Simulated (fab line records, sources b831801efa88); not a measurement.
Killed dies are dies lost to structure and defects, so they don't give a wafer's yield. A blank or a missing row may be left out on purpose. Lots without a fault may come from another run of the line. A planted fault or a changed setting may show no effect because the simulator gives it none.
fab line records | flow sky130
record lots=6 wafers=18 last_day=49
route steps=708 shown CONTACT@413 METAL1@434 PAD_OPEN@708
lots that met no fault: from a run of the same line without faults
start_h: hours from the record's first day to the start of the lot's first wafer shown | wait_h: hours since the lot's step before | " the same as in the row above | L1.1+2: a row that stands for several wafers | - no value, or no start given | * or withheld: withheld | < > ~ a bound
route shown NAME@n: a module of which the file shows steps, and the number in the route of the first | usual: mean/standard deviation of fault-free wafers | same: alike in all rows | chamber/n: place in a boat | sites: the reading at each site | _std_site: their standard deviation | _edge_site: outer sites' mean less inner sites' | radius_mm: how far each site lies from the wafer's centre | mask NAME#n: copy n | behind: the tool/chamber that last shaped the wafer | hold: why the lot was held/for how many hours/how that ended | device: the transistor (n, p or np) that didn't switch | end of line: the same wafers' tests at the end of the route | a step without rows: its recipe alone | killed: dies lost to structure and defects at the first sort, not the wafer's yield | map: a wafer's dies, x killed, . not, _ none there
set.NAME: the setting as run; set.NAME@STEP: as run at that earlier step | model.NAME: the simulator's own value behind a step, which no gauge read
lots at some steps of the route; a table a step, a row a wafer
services: from which hour (start_h, from the record's first day; less than 0 if before it) a tool's chamber was out of use, for how many hours, and why
## steps
# step SKY_CONTACT_HMDS_07
# recipe prime_time_s=60 prime_temp_c=120
# step SKY_CONTACT_COAT_08
# recipe resist=BARC temp_c=withheld time_s=withheld spin_rpm=3000 resist_thk_nm=60
# step SKY_CONTACT_COAT_09
# recipe resist=KrF-thick spin_rpm=3000 resist_thk_nm=450
# step SKY_CONTACT_SOFTBAKE_10
# recipe temp_c=100 time_s=90 resist=KrF-thick
# step SKY_CONTACT_EXPOSE_11
# recipe mask_id=CTM1 na=0.8 source_shape=annular sigma_inner=0.55 sigma_outer=0.85 target_cd_nm=170 dose_mj=38
# step SKY_CONTACT_PEB_12
# recipe peb_temp_c=withheld peb_time_s=withheld resist=KrF-thick
# step SKY_CONTACT_DEVELOP_13
# recipe develop_time_s=60 resist=KrF-thick dev_temp_c=21
# step SKY_CONTACT_CD_MEAS_14
# recipe target_cd_nm=170
# usual cd_nm=169.9/1.5
# columns lot.wafer tool chamber start_h wait_h cd_nm
L337.2 cd_sem-02 - 732.08 - 171.5
L337.4 " - " " 171.4
L337.6 " - " " 170.8
L338.1 cd_sem-01 - 734.72 - 169.8
L338.4 " - " " 170.8
L338.6 " - " " 169.6
L349.1 cd_sem-02 - 826.53 - 172.8
L349.4 " - " " 171.8
L349.6 " - " " 171.4
L352.3 cd_sem-01 - 855.21 - 169.5
L352.5 " - " " 169.5
L352.6 " - " " 169.0
L354.1 cd_sem-01 - 866.48 - 169.9
L354.2 " - " " 168.9
L354.5 " - " " 168.9
L357.1 cd_sem-01 - 877.18 - 167.7
L357.5 " - " " 168.0
L357.6 " - " " 167.1
# step SKY_CONTACT_OVL_MEAS_15
# usual CONTACT_OVL=4/5.3
# columns lot.wafer tool chamber start_h wait_h CONTACT_OVL[nm]
L337.2 overlay-01 - 732.19 0.1 14
L337.4 " - " " 11
L337.6 " - " " 10
L338.1 overlay-01 - 734.84 0.1 11
L338.4 " - " " 9
L338.6 " - " " 13
L349.1 overlay-02 - 826.65 0.1 -6
L349.4 " - " " -2
L349.6 " - " " 4
L352.3 overlay-02 - 855.30 0.1 2
L352.5 " - " " 1
L352.6 " - " " 8
L354.1 overlay-01 - 866.60 0.1 4
L354.2 " - " " 2
L354.5 " - " " -6
L357.1 overlay-02 - 877.30 0.1 3
L357.5 " - " " 6
L357.6 " - " " 14
# step SKY_CONTACT_ETCH_16
# recipe chemistry=N2/H2 target=BARC ion_energy_ev=200 source_w=500 bias_w=100 pressure_mtorr=30 n2_flow_sccm=100 h2_flow_sccm=200 stop_on=SiO2 time_s=45.9 target_depth_a=600
# step SKY_CONTACT_ETCH_17
# recipe target=SiO2 chemistry=C4F8/O2/Ar stop_on=Si3N4 mask_material=KrF-thick source_w=1500 bias_w=1200 pressure_mtorr=40 c4f8_flow_sccm=withheld O2_flow_sccm=6 Ar_flow_sccm=300 time_s=withheld target_depth_a=3400
# usual chamber_pressure_mTorr=40.00/0.04 oes_product_au=0.891/0.0048
# columns lot.wafer tool chamber start_h wait_h chamber_pressure_mTorr oes_product_au
L337.2 rie_diel-02 0 732.26 0.0 39.99 0.884
L337.4 " 2 " " 39.98 0.896
L337.6 " 1 " " 40.05 0.896
L338.1 rie_diel-04 2 734.92 0.0 40.01 0.884
L338.4 " 3 " " 40.03 0.886
L338.6 " 3 " " 40.04 0.897
L349.1 rie_diel-04 1 826.73 0.0 40.00 0.893
L349.4 " 2 " " 39.95 0.886
L349.6 " 0 " " 39.97 0.901
L352.3 rie_diel-04 0 855.36 0.0 39.98 0.888
L352.5 " 0 " " 39.98 0.892
L352.6 " 3 " " 39.95 0.885
L354.1 rie_diel-02 1 866.67 0.0 39.93 0.893
L354.2 " 3 " " 39.98 0.895
L354.5 " 1 " " 39.99 0.885
L357.1 rie_diel-03 2 877.38 0.0 39.95 0.900
L357.5 " 3 " " 40.03 0.899
L357.6 " 0 " " 40.01 0.890
# step SKY_CONTACT_ETCH_18
# recipe target=Si3N4 chemistry=CHF3/O2 stop_on=TiN source_w=600 bias_w=200 pressure_mtorr=40 chf3_flow_sccm=50 O2_flow_sccm=5 time_s=39 target_depth_a=750
# step SKY_CONTACT_STRIP_19
# recipe chemistry=O2/N2 power_w=1400 pressure_mtorr=1500 platen_temp_c=withheld o2_flow_sccm=3000 n2_flow_sccm=300 overash_fraction=0.5
# usual chamber_pressure_mTorr=1499.9/1.5 drypump_motor_current_A=5.6/0.6 oes_product_au=0.381/0.005 strip_time_to_endpoint_s=3.62/0.043
# columns lot.wafer tool chamber start_h wait_h chamber_pressure_mTorr drypump_motor_current_A oes_product_au rf_hours_counter_h strip_time_to_endpoint_s
L337.2 plasma_asher-02 0 732.35 - 1500.8 6.2 0.377 29 3.56
L337.4 " 0 " " 1500.7 6.2 0.383 - 3.63
L337.6 " 0 " " 1499.0 6.2 0.385 - 3.69
L338.1 plasma_asher-02 0 735.01 - 1498.1 6.3 0.381 30 3.59
L338.4 " 1 " " 1501.7 5.2 0.380 - 3.57
L338.6 " 1 " " 1500.2 5.2 0.375 - 3.57
L349.1 plasma_asher-03 0 826.82 - 1500.2 5.8 0.379 100 3.59
L349.4 " 1 " " 1500.4 5.3 0.376 - 3.52
L349.6 " 1 " " 1501.3 5.3 0.388 - 3.62
L352.3 plasma_asher-02 0 855.49 - 1501.1 6.2 0.388 - 3.65
L352.5 " 1 " " 1500.8 5.2 0.373 - 3.64
L352.6 " 0 " " 1498.7 6.2 0.380 - 3.60
L354.1 plasma_asher-02 0 866.76 - 1499.2 6.2 0.373 44 3.65
L354.2 " 1 " " 1498.3 5.2 0.376 44 3.69
L354.5 " 0 " " 1501.5 6.2 0.386 - 3.65
L357.1 plasma_asher-02 0 877.47 - 1502.3 6.2 0.379 45 3.62
L357.5 " 0 " " 1498.7 6.2 0.384 - 3.59
L357.6 " 1 " " 1501.3 5.2 0.384 - 3.65
# step SKY_CONTACT_STRIP_20
# recipe chemistry=post_etch_residue_remover time_s=1200 temp_c=72.5
# step SKY_CONTACT_CLEAN_21
# recipe chemistry=IPA time_s=180 temp_c=25
# step SKY_CONTACT_CLEAN_22
# recipe chemistry=O3/DIW dry=n2_spin
# step SKY_CONTACT_SPUTTER_23
# recipe material=TiN target_thk_nm=20 chamber_pressure_pa=5 power_w=4000 time_s=80
# step SKY_CONTACT_CVD_24
# recipe material=W target_thk_nm=340 time_s=102.12 temp_c=400 pressure_torr=40
# step SKY_CONTACT_RS_MEAS_25
# recipe thk_meas_gauge=four-point-probe reads=W_of_CONTACT_CVD_24+TiN_of_CONTACT_SPUTTER_23
# usual CONTACT_W_RS=0.338/0.0051
# columns lot.wafer tool chamber start_h wait_h CONTACT_W_RS[ohm/sq]
L337.2 film_metro-04 - 733.58 0.1 0.344
L337.4 " - " " 0.340
L337.6 " - " " 0.341
L338.1 film_metro-04 - 736.21 0.1 0.326
L338.4 " - " " 0.333
L338.6 " - " " 0.334
L349.1 film_metro-02 - 827.61 0.1 0.338
L349.4 " - " " 0.336
L349.6 " - " " 0.336
L352.3 film_metro-02 - 856.30 0.1 0.340
L352.5 " - " " 0.341
L352.6 " - " " 0.345
L354.1 film_metro-02 - 867.53 0.1 0.350
L354.2 " - " " 0.342
L354.5 " - " " 0.342
L357.1 film_metro-02 - 878.23 0.1 0.345
L357.5 " - " " 0.352
L357.6 " - " " 0.346
# step SKY_CONTACT_THK_MEAS_26
# recipe thk_meas_gauge=xrf reads=W_of_CONTACT_CVD_24
# usual CONTACT_W_THK=327/5.1
# columns lot.wafer tool chamber start_h wait_h CONTACT_W_THK[nm]
L337.2 film_metro-04 - 733.69 0.1 321
L337.4 " - " " 325
L337.6 " - " " 325
L338.1 film_metro-04 - 736.33 0.1 340
L338.4 " - " " 332
L338.6 " - " " 331
L349.1 film_metro-02 - 827.73 0.1 327
L349.4 " - " " 332
L349.6 " - " " 333
L352.3 film_metro-02 - 856.40 0.1 327
L352.5 " - " " 327
L352.6 " - " " 321
L354.1 film_metro-02 - 867.65 0.1 316
L354.2 " - " " 325
L354.5 " - " " 324
L357.1 film_metro-02 - 878.35 0.1 323
L357.5 " - " " 316
L357.6 " - " " 322
# step SKY_CONTACT_CMP_27
# recipe stop_on=SiO2 t_overpolish_s=15 down_force_psi=3.5 platen_rpm=60 target_thk_nm=0 pad_velocity_m_s=0.94248
# usual edge_zone_pressure_frac=1.000/0.0053 motor_current_A=11.5/1.6 overpolish_run_s=15.000/0.0093 time_to_endpoint_s=81/4.4
# columns lot.wafer tool chamber start_h wait_h edge_zone_pressure_frac motor_current_A overpolish_run_s time_to_endpoint_s
L337.4 cmp-02 1 733.79 0.1 1.004 10.7 15.015 83
L337.2 " 3 " " 1.006 14.1 15.011 81
L337.6 " 0 " " 1.003 9.8 15.002 76
L338.1 cmp-02 2 736.44 0.1 0.999 12.4 15.006 83
L338.4 " 0 " " 1.001 9.5 14.992 81
L338.6 " 2 " " 1.002 12.5 15.008 84
L349.4 cmp-02 2 827.79 0.0 0.988 11.8 14.981 77
L349.1 " 0 " " 0.996 10.0 14.999 73
L349.6 " 2 " " 1.001 11.8 14.996 76
L352.3 cmp-01 0 856.44 0.0 1.001 11.1 14.997 78
L352.5 " 0 " " 1.008 10.8 14.993 79
L352.6 " 1 " " 0.994 11.6 15.022 78
L354.1 cmp-02 0 867.76 0.1 1.007 10.2 14.995 72
L354.2 " 1 " " 1.006 10.7 15.017 83
L354.5 " 3 " " 1.005 13.2 15.010 79
L357.1 cmp-01 2 878.41 0.1 0.997 13.0 15.002 82
L357.6 " 2 " " 0.989 12.9 14.998 78
L357.5 " 3 " " 1.000 8.7 14.993 73
# step SKY_METAL1_SPUTTER_00
# recipe material=Ti target_thk_nm=15 power_w=3000 time_s=10 chamber_pressure_pa=0.4
# usual throttle_valve_pct=30.0/1
# columns lot.wafer tool chamber start_h wait_h throttle_valve_pct
L337.2 pvd_sputter-03 - 734.04 0.1 29.7
L337.4 " - " " 30.2
L337.6 " - " " 29.9
L338.1 pvd_sputter-01 - 736.69 0.2 31.5
L338.4 " - " " 31.2
L338.6 " - " " 30.6
L349.1 pvd_sputter-04 - 828.09 0.1 29.5
L349.4 " - " " 30.6
L349.6 " - " " 31.1
L352.3 pvd_sputter-04 - 856.74 0.2 29.7
L352.5 " - " " 27.2
L352.6 " - " " 29.4
L354.1 pvd_sputter-03 - 868.01 0.2 30.6
L354.2 " - " " 29.2
L354.5 " - " " 29.6
L357.1 pvd_sputter-03 - 878.71 0.2 29.4
L357.5 " - " " 30.6
L357.6 " - " " 29.2
# step SKY_METAL1_SPUTTER_01
# recipe material=TiN target_thk_nm=20 power_w=6500 time_s=16.7 chamber_pressure_pa=0.4
# step SKY_METAL1_SPUTTER_02
# recipe material=AlCu target_thk_nm=250 power_w=10600 time_s=13.3 chamber_pressure_pa=0.4
# step SKY_METAL1_SPUTTER_03
# recipe material=Ti target_thk_nm=5 power_w=3000 time_s=3.3 chamber_pressure_pa=0.4
# usual throttle_valve_pct=30.1/1
# columns lot.wafer tool chamber start_h wait_h throttle_valve_pct
L337.2 pvd_sputter-03 - 734.11 0.0 29.7
L337.4 " - " " 30.2
L337.6 " - " " 30.0
L338.1 pvd_sputter-01 - 736.77 0.0 31.4
L338.4 " - " " 30.5
L338.6 " - " " 30.9
L349.1 pvd_sputter-04 - 828.16 0.0 29.4
L349.4 " - " " 30.8
L349.6 " - " " 31.3
L352.3 pvd_sputter-04 - 856.81 0.0 29.5
L352.5 " - " " 27.6
L352.6 " - " " 29.4
L354.1 pvd_sputter-03 - 868.08 0.0 30.6
L354.2 " - " " 29.4
L354.5 " - " " 29.7
L357.1 pvd_sputter-03 - 878.78 0.0 29.4
L357.5 " - " " 30.5
L357.6 " - " " 29.3
# step SKY_METAL1_SPUTTER_04
# recipe material=TiN target_thk_nm=70 power_w=6500 time_s=58.3 chamber_pressure_pa=0.4
# step SKY_METAL1_RS_MEAS_05
# recipe thk_meas_gauge=four-point-probe reads=TiN_of_METAL1_SPUTTER_04+Ti_of_METAL1_SPUTTER_03+AlCu_of_METAL1_SPUTTER_02+TiN_of_METAL1_SPUTTER_01+Ti_of_METAL1_SPUTTER_00
# usual METAL1_ALCU_RS=0.1261/0.0016
# columns lot.wafer tool chamber start_h wait_h METAL1_ALCU_RS[ohm/sq]
L337.2 film_metro-03 - 734.20 0.0 0.1243
L337.4 " - " " 0.1268
L337.6 " - " " 0.1243
L338.1 film_metro-01 - 736.83 0.0 0.1302
L338.4 " - " " 0.1268
L338.6 " - " " 0.1264
L349.1 film_metro-01 - 828.23 0.0 0.1280
L349.4 " - " " 0.1245
L349.6 " - " " 0.1267
L352.3 film_metro-03 - 856.92 0.1 0.1283
L352.5 " - " " 0.1273
L352.6 " - " " 0.1277
L354.1 film_metro-01 - 868.15 0.0 0.1229
L354.2 " - " " 0.1239
L354.5 " - " " 0.1242
L357.1 film_metro-03 - 878.85 0.0 0.1254
L357.5 " - " " 0.1230
L357.6 " - " " 0.1254
# step SKY_METAL1_THK_MEAS_06
# recipe thk_meas_gauge=xrf reads=AlCu_of_METAL1_SPUTTER_02
# usual METAL1_ALCU_THK=251/3.4
# columns lot.wafer tool chamber start_h wait_h METAL1_ALCU_THK[nm]
L337.2 film_metro-03 - 734.31 0.1 255
L337.4 " - " " 249
L337.6 " - " " 254
L338.1 film_metro-01 - 736.95 0.1 244
L338.4 " - " " 250
L338.6 " - " " 250
L349.1 film_metro-01 - 828.35 0.1 248
L349.4 " - " " 254
L349.6 " - " " 253
L352.3 film_metro-03 - 857.02 0.1 246
L352.5 " - " " 247
L352.6 " - " " 248
L354.1 film_metro-01 - 868.27 0.1 259
L354.2 " - " " 257
L354.5 " - " " 258
L357.1 film_metro-03 - 878.97 0.1 250
L357.5 " - " " 256
L357.6 " - " " 250
# step SKY_METAL1_DEHYDRATE_07
# recipe temp_c=200 time_s=60
# step SKY_METAL1_HMDS_08
# recipe prime_time_s=60 prime_temp_c=120
# step SKY_METAL1_COAT_09
# recipe resist=BARC temp_c=withheld time_s=withheld spin_rpm=3000 resist_thk_nm=60
# step SKY_METAL1_COAT_10
# recipe resist=KrF-thick spin_rpm=3000 resist_thk_nm=450
# step SKY_METAL1_SOFTBAKE_11
# recipe temp_c=100 time_s=90 resist=KrF-thick
# step SKY_METAL1_EXPOSE_12
# recipe mask_id=MM1 na=0.8 source_shape=annular sigma_inner=0.55 sigma_outer=0.85 target_cd_nm=140 dose_mj=28
# step SKY_METAL1_PEB_13
# recipe peb_temp_c=withheld peb_time_s=withheld resist=KrF-thick
# step SKY_METAL1_DEVELOP_14
# recipe develop_time_s=60 resist=KrF-thick dev_temp_c=21
# step SKY_METAL1_CD_MEAS_15
# recipe target_cd_nm=140
# usual cd_nm=140.1/1.3
# columns lot.wafer tool chamber start_h wait_h cd_nm
L337.2 cd_sem-01 - 761.85 - 141.0
L337.4 " - " " 139.6
L337.6 " - " " 140.2
L338.1 cd_sem-01 - 764.08 - 140.9
L338.4 " - " " 141.1
L338.6 " - " " 139.9
L349.1 cd_sem-01 - 854.17 - 141.6
L349.4 " - " " 140.6
L349.6 " - " " 139.6
L352.3 cd_sem-02 - 882.87 - 140.0
L352.5 " - " " 140.1
L352.6 " - " " 140.2
L354.1 cd_sem-02 - 893.98 - 140.3
L354.2 " - " " 140.4
L354.5 " - " " 139.4
L357.1 cd_sem-02 - 904.53 - 138.6
L357.5 " - " " 140.0
L357.6 " - " " 138.1
# step SKY_METAL1_OVL_MEAS_16
# usual METAL1_OVL=-4/4.9
# columns lot.wafer tool chamber start_h wait_h METAL1_OVL[nm]
L337.2 overlay-02 - 761.95 0.1 -12
L337.4 " - " " -6
L337.6 " - " " 0
L338.1 overlay-01 - 764.20 0.1 -3
L338.4 " - " " -2
L338.6 " - " " 5
L349.1 overlay-01 - 854.29 0.1 -10
L349.4 " - " " -11
L349.6 " - " " -12
L352.3 overlay-01 - 882.96 0.1 -4
L352.5 " - " " -5
L352.6 " - " " -6
L354.1 overlay-01 - 894.10 0.1 -3
L354.2 " - " " -8
L354.5 " - " " 0
L357.1 overlay-02 - 904.65 0.1 -11
L357.5 " - " " -8
L357.6 " - " " -15
# step SKY_METAL1_DESCUM_17
# recipe chemistry=O2 source_power_w=150 bias_power_w=0 pressure_mtorr=10 temp_c=40 time_s=8
# step SKY_METAL1_ETCH_18
# recipe chemistry=N2/H2 target=BARC ion_energy_ev=200 bias_w=100 pressure_mtorr=30 n2_flow_sccm=100 h2_flow_sccm=200 icp_w=500 stop_on=SiO2 time_s=45.9 target_depth_a=600
# step SKY_METAL1_METAL_ETCH_19
# recipe target_depth_a=3600 stop_on=SiO2 over_etch_frac=0.3 time_s=78 chemistry=Cl2/BCl3 resist_sidewall_deg=88 pressure_mtorr=10 icp_w=900 bias_w=48.5 Cl2_flow_sccm=60 bcl3_flow_sccm=30
# step SKY_METAL1_STRIP_20
# recipe chemistry=O2/N2 power_w=1400 pressure_mtorr=1500 platen_temp_c=withheld o2_flow_sccm=3000 n2_flow_sccm=300 overash_fraction=0.5
# usual chamber_pressure_mTorr=1499.9/1.6 drypump_motor_current_A=5.7/0.65 oes_product_au=0.340/0.0053 strip_time_to_endpoint_s=2.64/0.044
# columns lot.wafer tool chamber start_h wait_h chamber_pressure_mTorr drypump_motor_current_A oes_product_au rf_hours_counter_h strip_time_to_endpoint_s
L337.2 plasma_asher-04 1 762.17 0.1 1497.2 4.7 0.352 2 2.63
L337.4 " 1 " " 1501.8 4.7 0.340 - 2.63
L337.6 " 0 " " 1500.5 6.5 0.344 - 2.64
L338.1 plasma_asher-02 1 764.60 0.1 1501.6 5.2 0.344 33 2.68
L338.4 " 0 " " 1502.7 6.2 0.347 - 2.70
L338.6 " 0 " " 1499.2 6.2 0.351 - 2.71
L349.1 plasma_asher-02 1 854.52 0.1 1500.3 5.2 0.335 42 2.65
L349.4 " 1 " " 1500.3 5.2 0.331 - 2.61
L349.6 " 1 " " 1501.6 5.2 0.346 - 2.60
L352.3 plasma_asher-02 1 883.20 0.1 1501.1 5.2 0.336 - 2.60
L352.5 " 1 " " 1501.7 5.2 0.332 - 2.60
L352.6 " 0 " " 1501.1 6.2 0.334 - 2.68
L354.1 plasma_asher-04 0 894.32 0.1 1498.9 6.5 0.340 15 2.63
L354.2 " 1 " " 1499.6 4.7 0.338 15 2.66
L354.5 " 0 " " 1500.0 6.5 0.345 - 2.63
L357.1 plasma_asher-04 1 905.05 0.1 1503.3 4.7 0.338 16 2.71
L357.5 " 1 " " 1501.9 4.7 0.335 - 2.71
L357.6 " 0 " " 1497.7 6.5 0.347 - 2.71
# step SKY_PAD_OPEN_PROBE_99
# usual killed_at_M0_to_M3=43/6.4 killed_at_M4_up=2.9/1.7 killed_at_contacts=24/5 killed_at_front_end=15/4 killed_at_other=0.4/0.62 killed_dies=86/9.3 killed_open=47/6.8 killed_short=38/5.8
# same gross_dies=492 killed_at_back_side=0
# columns lot.wafer tool chamber start_h wait_h killed_at_M0_to_M3 killed_at_M4_up killed_at_contacts killed_at_front_end killed_at_other killed_dies killed_open killed_short
L349.1 prober-01 - 1144.80 0.1 59 4 21 16 0 100 55 45
L349.6 prober-01 - 1145.05 0.2 44 3 24 23 1 95 54 41
L354.1 prober-01 - 1170.23 0.1 39 3 71 17 0 130 42 35
L354.5 prober-01 - 1170.43 0.2 44 3 71 20 0 138 52 37
L357.1 prober-01 - 1180.40 0.1 30 6 67 11 0 114 34 34
L357.5 prober-01 - 1180.60 0.2 45 1 81 7 0 134 55 28
# killed by level:class
L349.1 VIA1:geometric_particle:open=13 CONTACT:geometric_particle:open=8 VIA2:geometric_particle:open=8 METAL2:geometric_particle:short=6 VIA2:geometric_particle:short=6 VIA3:geometric_particle:open=6 FIELD_ISO:geometric_particle:short=5 VIA1:geometric_particle:short=5
L349.6 CONTACT:geometric_particle:open=11 VIA1:geometric_particle:open=10 VIA2:geometric_particle:open=8 VIA1:geometric_particle:short=6 LI_CONTACT:geometric_particle:open=6 METAL1:geometric_particle:short=6 VIA3:geometric_particle:open=6 FIELD_ISO:geometric_particle:open=5
L354.1 CONTACT:unspecified=50 VIA1:geometric_particle:open=10 VIA3:geometric_particle:open=8 LI_CONTACT:geometric_particle:open=6 FIELD_ISO:geometric_particle:open=4 LOCAL_INTERCONNECT:geometric_particle:open=4 LOCAL_INTERCONNECT:geometric_particle:short=4 VIA1:geometric_particle:short=4
L354.5 CONTACT:unspecified=49 VIA1:geometric_particle:open=15 POLY_GATE:geometric_particle:open=8 LI_CONTACT:geometric_particle:open=8 METAL1:geometric_particle:short=7 METAL2:geometric_particle:short=6 VIA3:geometric_particle:open=5 LOCAL_INTERCONNECT:geometric_particle:short=4
L357.1 CONTACT:unspecified=46 CONTACT:geometric_particle:open=9 VIA1:geometric_particle:open=8 POLY_GATE:geometric_particle:short=5 LI_CONTACT:geometric_particle:open=5 METAL3:geometric_particle:short=5 VIA3:geometric_particle:open=5 METAL4:geometric_particle:short=4
L357.5 CONTACT:unspecified=51 CONTACT:geometric_particle:open=15 VIA1:geometric_particle:open=12 VIA2:geometric_particle:open=10 METAL2:geometric_particle:short=6 VIA3:geometric_particle:open=6 LOCAL_INTERCONNECT:geometric_particle:short=5 LI_CONTACT:geometric_particle:open=5
# map L354.5 (x killed, . not)
__________.x.......x_________
________x.x........x.x_______
______xxxxxx..x.....x..._____
_____xxxxxxx.xx..........____
____xxxxxxxxx.......x.....___
___xxxxxxxxx.x.x..x........__
__xxxxxxxxxx.......xx......._
_xxx.xxxxx..x.x...x..x.......
_..xxx.xx..x.......xx........
_...x.x..xxxxx...........x..x
_.x..........x............x..
_.......x..x...x..x...x....xx
_.xx......x.....x....x...xx..
_x........x............x.....
_.......x....x.x.....x...xx.x
__....x.....x.....x......x.._
___x.x......x.........x...x__
____......x.x.x...x.x.....___
_____........x.xx.x.x....____
______.........xx......._____
________.......x.....x_______
__________.x.....x.._________
# map L357.5 (x killed, . not)
__________.........._________
________x..x.x........_______
______xxxxxx...........x_____
_____xxxxxxxx............____
____xxxxxxxx.x............___
___xxxxxxxxxx.......xxx...x__
__xxxxxxxxxxx..x..x....x...._
_..xxxxxxxx....x...x.x.......
_......xxx...x....x....x.....
_...x.x..............x.xxx..x
_..x..x.................x...x
_............................
_xx.........x.......x........
_.......x.x..x..xx....x......
_....x....x.x...x..x..x..x..x
__x.x...xx....x....x.x......_
___..x....x......x...x.....__
____.x.x.x..xxx...x..x.x..___
_____.....x...x.....xxx..____
______.x......x.....x..._____
________.xxx.x........_______
__________x........._________
## services
# columns tool chamber start_h hours kind
plasma_asher-02 - 718.73 1.0 repair
cmp-01 - 732.94 5.1 pm
plasma_asher-04 - 733.75 9.0 pm
rie_diel-02 2 739.39 3.7 repair
rie_diel-03 0 750.57 6.8 repair
cmp-02 - 751.43 4.0 pm
pvd_sputter-04 - 751.78 2.7 repair
plasma_asher-03 - 765.19 2.8 pm
cmp-01 - 781.66 5.1 pm
plasma_asher-04 - 784.45 4.2 repair
cmp-01 - 788.21 1.5 repair
rie_diel-03 2 802.65 51.1 repair
cmp-02 - 809.67 6.1 repair
cmp-02 - 821.56 0.5 repair
pvd_sputter-03 - 825.22 1.5 repair
rie_diel-04 1 847.79 16.5 repair
rie_diel-02 3 848.95 6.5 repair
cmp-02 - 848.98 3.1 repair
cmp-02 - 852.05 6.3 pm
pvd_sputter-03 - 873.51 0.6 repair
cmp-01 - 881.30 1.6 repair
pvd_sputter-04 - 886.36 7.0 repair
rie_diel-04 1 886.79 6.4 repair
pvd_sputter-01 - 889.57 2.6 repair
## key
first_sign step=SKY_PAD_OPEN_PROBE_99 reading=killed_at_contacts direction=up sigmas=9.6 usual=24 struck=72
effect step=SKY_PAD_OPEN_PROBE_99 reading=killed_dies direction=up sigmas=4.6 usual=86 struck=129
met_at SKY_CONTACT_STRIP_19
struck_wafers L354.1,L354.5,L357.1,L357.5
tester_left_out L354,L357
onset_between 855.49 866.76
fault kind=chamber_particle_source tool=plasma_asher-02 chamber=0 onset_h=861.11 steps=SKY_CONTACT_STRIP_19 rate_per_visit_cm2=1.4491 end_h=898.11
# tester_left_out: of these lots the tester's yield and bins aren't shown, on N5 and GAA mostly nor the transistor test; their killed dies are dies lost to structure and defects alone, not to doping, threshold or leakage, so they don't give the yield
